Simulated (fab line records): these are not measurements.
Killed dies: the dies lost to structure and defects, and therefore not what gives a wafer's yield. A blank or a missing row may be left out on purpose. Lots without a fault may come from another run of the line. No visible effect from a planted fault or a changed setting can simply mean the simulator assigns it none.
Comparing a struck lot with a sound one	flow gf180mcu	14 steps out of a route of 602
Sound: the wafers L358.2, L358.3, L358.6. Wafers L349.2, L349.4, L349.6 were the ones struck. Last of all comes the cause.
Each step with rows lists, per side, the tool, then ch with its chambers, then its first start. Under that, the readings that differ: sound wafers	struck wafers	difference of the means	sigmas: that difference in standard deviations of wafers without a fault.
alike: readings with means less than 2 such deviations apart, plus words and numbers identical on both sides. not compared: withheld readings, readings lacking a value on some wafer, bounds such as >300 that could conceal the same value, and numbers that have no deviation in the record and whose values overlap.
Wherever a step has rows on one side only, a row that says differs or no value, or a row with sigmas, the two part there. Numbers that have no deviation but don't overlap get no sigmas and don't part them. A reading missing from all wafers of one side parts the sides only when that side holds two or more wafers.

first, 1 step without rows for these wafers: GF_NWELL_DEVELOP_06 (develop time 60 s).
GF_NWELL_OVL_MEAS_07:
  sound on overlay-02 at day 7 07:56; struck on overlay-02 at day 5 03:14
  alike: NWELL_OVL
then, 2 steps without rows for these wafers: GF_NWELL_IMPLANT_08; GF_NWELL_IMPLANT_09.
GF_NWELL_STRIP_10: strips in O2/N2.
  sound on plasma asher-03 ch 0,1, day 7 08:16; struck on plasma asher-01 ch 0, day 5 03:34
reading	sound	struck	difference	sigmas
strip time to endpoint s (s)	36.75 36.75 36.71	36.96 37.00 36.97	+0.24	+3
  alike: drypump motor current A, heater power w, o2 flow sccm, oes product au
  not compared: rf hours counter h
GF_NWELL_TW_MEAS_11:
  sound on film metro-01 at day 7 08:23; struck on film metro-04 at day 5 03:41
  alike: NWELL_TW
then, 6 steps without rows for these wafers: GF_LVPWELL_DEHYDRATE_00 (time 60 s); GF_LVPWELL_HMDS_01 (prime time 60 s); GF_LVPWELL_COAT_02 (resist thk 3000 nm); GF_LVPWELL_SOFTBAKE_03; GF_LVPWELL_EXPOSE_04 (exposes mask LVPWELL, target cd 600 nm); GF_LVPWELL_PEB_05.
GF_LVPWELL_DEVELOP_06: develop time 60 s.
  sound on litho track-03 ch 0, day 8 00:00; struck on litho track-03, day 5 17:00
  no value came back on the struck wafers for chill plate temp C (C), develop time s (s); on the sound wafers chill plate temp C (C) reads 22.97 23.10 23.01
GF_LVPWELL_OVL_MEAS_07:
  sound on overlay-01 at day 8 00:46; struck on overlay-01 at day 5 17:40
reading	sound	struck	difference	sigmas
LVPWELL_OVL (nm)	2.1 -1.0 1.0	- - -	no value on the struck wafers	

## WHERE THEY PART
Last at GF_LVPWELL_OVL_MEAS_07 as far as this record goes, first at GF_NWELL_STRIP_10.

WHY: whatever the simulator had introduced
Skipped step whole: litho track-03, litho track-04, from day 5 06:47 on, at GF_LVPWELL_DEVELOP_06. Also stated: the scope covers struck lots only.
